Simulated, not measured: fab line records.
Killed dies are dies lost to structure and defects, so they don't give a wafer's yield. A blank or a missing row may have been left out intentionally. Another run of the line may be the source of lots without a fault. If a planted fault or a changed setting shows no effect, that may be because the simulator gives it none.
Which of the tools did it? -- flow sky130 -- 24 lots with 72 wafers sampled at 5 steps, on a route of 708 steps

== WHAT THE GAUGES READ, wafer by wafer ==
SKY_METAL2_CD_MEAS_15: the cd target is 140 nm.
lot,measured,on,cdNm (nm)
L074,day 35 10:46,cdSem-01,138.2 138.5 138.3
L075,day 35 22:49,cdSem-02,141.5 138.7 140.0
L076,day 36 07:32,cdSem-01,140.9 140.3 140.7
L077,day 36 16:01,cdSem-02,138.8 139.6 139.2
L078,day 36 20:04,cdSem-01,140.6 140.5 138.8
L079,day 37 09:25,cdSem-02,136.1 136.5 137.2
L080,day 37 11:50,cdSem-01,138.0 138.0 137.4
L081,day 37 14:46,cdSem-02,137.5 138.6 138.5
L082,day 37 22:37,cdSem-02,140.4 140.8 140.9
L083,day 38 09:14,cdSem-01,137.4 139.4 139.0
L084,day 38 11:07,cdSem-02,141.0 139.6 140.1
L085,day 38 20:07,cdSem-01,141.9 141.7 139.0
L087,day 39 09:04,cdSem-01,138.5 137.7 137.4
L086,day 39 11:23,cdSem-02,138.2 138.3 138.0
L088,day 39 11:47,cdSem-02,139.3 138.0 139.6
L089,day 40 02:34,cdSem-02,140.2 140.9 139.4
L090,day 40 08:59,cdSem-02,140.1 139.1 140.0
L091,day 40 12:02,cdSem-02,139.6 138.7 138.2
L092,day 40 18:01,cdSem-01,139.9 140.1 140.3
L093,day 41 07:44,cdSem-02,141.1 141.7 141.0
L094,day 41 10:37,cdSem-02,139.1 138.3 136.2
L095,day 41 12:59,cdSem-01,138.5 137.3 138.9
L096,day 41 21:20,cdSem-02,137.5 139.1 138.9
L097,day 42 06:38,cdSem-02,140.1 139.9 139.6

SKY_VIA2_OVL_MEAS_13.
lot,measured,on,VIA2_OVL (nm)
L074,day 36 14:41,overlay-01,8 9 5
L075,day 37 02:34,overlay-02,-1 1 9
L076,day 37 11:05,overlay-02,6 6 3
L077,day 37 18:52,overlay-02,1 12 6
L078,day 37 23:05,overlay-01,5 1 7
L079,day 38 12:46,overlay-01,-4 0 -5
L080,day 38 15:14,overlay-02,12 9 3
L081,day 38 18:03,overlay-01,6 1 2
L082,day 39 01:20,overlay-01,3 3 1
L083,day 39 11:47,overlay-01,3 0 -1
L084,day 39 13:13,overlay-01,3 2 6
L085,day 39 22:16,overlay-01,7 3 4
L087,day 40 11:16,overlay-02,-11 -4 -6
L086,day 40 13:20,overlay-01,6 12 6
L088,day 40 14:01,overlay-02,-3 -3 -5
L089,day 41 04:50,overlay-01,4 0 5
L090,day 41 11:16,overlay-01,2 0 -2
L091,day 41 14:19,overlay-01,3 5 5
L092,day 41 19:10,overlay-02,11 14 16
L093,day 42 08:32,overlay-01,-5 -3 -4
L094,day 42 11:50,overlay-01,11 10 8
L095,day 42 14:44,overlay-01,8 1 7
L096,day 42 22:41,overlay-01,5 -2 1
L097,day 43 07:19,overlay-01,5 7 4

SKY_CAPM_THK_MEAS_01.
lot,measured,on,CAPM_CVD_00_THK (nm)
L074,day 36 16:29,filmMetro-01,15.32 15.14 15.62
L075,day 37 04:30,filmMetro-03,15.00 15.03 15.32
L076,day 37 12:42,filmMetro-02,14.90 15.15 15.32
L077,day 37 20:30,filmMetro-01,15.06 15.17 15.20
L078,day 38 00:43,filmMetro-01,14.95 14.98 15.18
L079,day 38 14:21,filmMetro-03,15.33 15.32 15.66
L080,day 38 16:49,filmMetro-02,15.41 14.68 15.16
L081,day 38 19:43,filmMetro-03,15.25 15.59 15.59
L082,day 39 02:55,filmMetro-01,14.73 14.89 15.03
L083,day 39 13:23,filmMetro-03,15.10 15.18 15.23
L084,day 39 14:49,filmMetro-02,15.13 15.32 15.56
L085,day 39 23:50,filmMetro-01,14.82 15.76 15.05
L087,day 40 12:52,filmMetro-03,14.97 15.07 15.34
L086,day 40 14:56,filmMetro-03,14.88 15.74 15.74
L088,day 40 15:38,filmMetro-03,15.23 15.34 14.94
L089,day 41 06:26,filmMetro-03,15.27 15.12 15.43
L090,day 41 12:53,filmMetro-01,15.46 15.64 15.50
L091,day 41 16:37,filmMetro-03,14.72 14.86 15.51
L092,day 41 20:46,filmMetro-02,14.78 15.26 15.22
L093,day 42 10:08,filmMetro-02,15.71 15.46 15.38
L094,day 42 13:28,filmMetro-01,15.54 15.69 14.90
L095,day 42 16:19,filmMetro-03,15.58 15.53 15.99
L096,day 43 00:16,filmMetro-01,15.34 15.69 15.44
L097,day 43 08:54,filmMetro-03,15.43 15.60 15.69

== TOOL THAT RAN EACH LOT (tool first, then ch and the chambers of the sampled wafers, then the start) ==
lot,SKY_CONTACT_CMP_27,SKY_METAL2_SPUTTER_03
L074,"cmp-01 ch 0,1, day 31 22:33","pvdSputter-03, day 34 08:16"
L075,"cmp-02 ch 1,3, day 32 11:11","pvdSputter-03, day 34 20:29"
L076,"cmp-02 ch 0,1,2, day 32 20:04","pvdSputter-02, day 35 05:16"
L077,"cmp-02 ch 0,3, day 33 04:53","pvdSputter-03, day 35 13:46"
L078,"cmp-02 ch 0,3, day 33 09:01","pvdSputter-01, day 35 17:40"
L079,"cmp-01 ch 0,1,3, day 33 23:13","pvdSputter-03, day 36 08:07"
L080,"cmp-02 ch 1,2, day 34 01:03","pvdSputter-02, day 36 10:20"
L081,"cmp-01 ch 0,1,2, day 34 05:22","pvdSputter-03, day 36 13:11"
L082,"cmp-02 ch 1,2, day 34 13:25","pvdSputter-02, day 36 20:47"
L083,"cmp-01 ch 0,2,3, day 34 23:13","pvdSputter-02, day 37 07:09"
L084,"cmp-02 ch 1,2,3, day 35 02:11","pvdSputter-03, day 37 09:30"
L085,"cmp-01 ch 0,1,2, day 35 11:40","pvdSputter-01, day 37 18:27"
L087,"cmp-01 ch 0,1,3, day 36 00:31","pvdSputter-03, day 38 08:05"
L086,"cmp-02 ch 0,2,3, day 36 02:30","pvdSputter-02, day 38 09:56"
L088,"cmp-01 ch 0,1, day 36 03:41","pvdSputter-03, day 38 10:14"
L089,"cmp-01 ch 1,2,3, day 36 19:16","pvdSputter-03, day 39 02:01"
L090,"cmp-02 ch 0,3, day 37 02:35","pvdSputter-02, day 39 08:47"
L091,"cmp-01 ch 0,1, day 37 05:05","pvdSputter-02, day 39 11:41"
L092,"cmp-02 ch 0,1,3, day 37 10:19","pvdSputter-03, day 39 17:15"
L093,"cmp-01 ch 1,2, day 38 02:20","pvdSputter-02, day 40 08:02"
L094,"cmp-02 ch 2,3, day 38 03:49","pvdSputter-02, day 40 09:50"
L095,"cmp-02 ch 0,1,3, day 38 06:34","pvdSputter-01, day 40 12:08"
L096,"cmp-01 ch 2,3, day 38 16:44","pvdSputter-01, day 40 21:22"
L097,"cmp-01 ch 1,2,3, day 39 00:10","pvdSputter-02, day 41 06:03"
- SKY_CONTACT_CMP_27: polishes, stops on SiO2, t overpolish 15 s, target thk 0 nm.
- SKY_METAL2_SPUTTER_03: material Ti, target thk 5 nm, time 3.3 s.

== WHAT THE TOOLS THEMSELVES READ (means of the sampled wafers that have a number; where no wafer has one, the mark that the record gives instead) ==
SKY_CONTACT_CMP_27.
lot,tool,motorCurrentA (A),overpolishRunS (s),timeToEndpointS (s)
L074,cmp-01,10.7,15.002,90
L075,cmp-02,11.3,14.998,84
L076,cmp-02,11.0,15.001,83
L077,cmp-02,11.7,14.994,78
L078,cmp-02,11.5,14.998,82
L079,cmp-01,11.2,14.991,84
L080,cmp-02,10.9,15.001,78
L081,cmp-01,10.2,14.993,91
L082,cmp-02,11.1,15.000,83
L083,cmp-01,10.5,14.999,81
L084,cmp-02,11.7,15.005,80
L085,cmp-01,9.8,15.006,88
L087,cmp-01,11.0,15.003,89
L086,cmp-02,11.5,15.005,78
L088,cmp-01,10.9,15.003,85
L089,cmp-01,9.9,15.008,82
L090,cmp-02,11.9,14.996,81
L091,cmp-01,10.5,14.996,91
L092,cmp-02,11.5,15.001,85
L093,cmp-01,9.0,15.002,82
L094,cmp-02,11.6,14.992,88
L095,cmp-02,11.8,14.989,83
L096,cmp-01,10.5,14.993,84
L097,cmp-01,9.9,14.999,82

SKY_METAL2_SPUTTER_03.
lot,tool,chamberPressurePa (Pa),throttleValvePct (%)
L074,pvdSputter-03,0.4165,29.6
L075,pvdSputter-03,0.4166,29.3
L076,pvdSputter-02,0.4161,31.2
L077,pvdSputter-03,0.4165,29.6
L078,pvdSputter-01,0.4157,30.1
L079,pvdSputter-03,0.4159,29.4
L080,pvdSputter-02,0.4171,30.0
L081,pvdSputter-03,0.4159,30.0
L082,pvdSputter-02,0.4159,30.0
L083,pvdSputter-02,0.4168,30.8
L084,pvdSputter-03,0.4151,29.4
L085,pvdSputter-01,0.4165,31.0
L087,pvdSputter-03,0.4169,29.9
L086,pvdSputter-02,0.4157,31.2
L088,pvdSputter-03,0.4160,29.7
L089,pvdSputter-03,0.4158,29.9
L090,pvdSputter-02,0.4164,30.1
L091,pvdSputter-02,0.4159,30.9
L092,pvdSputter-03,0.4160,30.1
L093,pvdSputter-02,0.4162,30.4
L094,pvdSputter-02,0.4155,29.5
L095,pvdSputter-01,0.4161,30.5
L096,pvdSputter-01,0.4172,31.0
L097,pvdSputter-02,0.4157,31.7

== THE ANSWER, worked out from the rows above alone ==
Rule: usual is defined by the lots themselves. The widest of any qualifying gaps counts: lots, ordered by their means at a reading, are off when they make up no more than a third of the lots, leave a main group of 4 or more, and stand apart from it by 3 or more times the standard deviation of that group's means. A main group whose means are all the same, to the digits that the tables above print for the reading, isn't used. Also off: a lot with no number at a reading for which 4 or more lots have one. Any other lot the step has rows for is counted as sound. After the gauges, taken in route order, come the tools' own readings; for these a lot's mean is taken, as printed above. The first step at which some lot is off is used, and at that step the reading that is off furthest; a lot without a number counts as furthest.
Across all readings shown, no lot is off: no conclusion can be drawn from this.

== WHAT THE SIMULATOR HAD PUT IN ==
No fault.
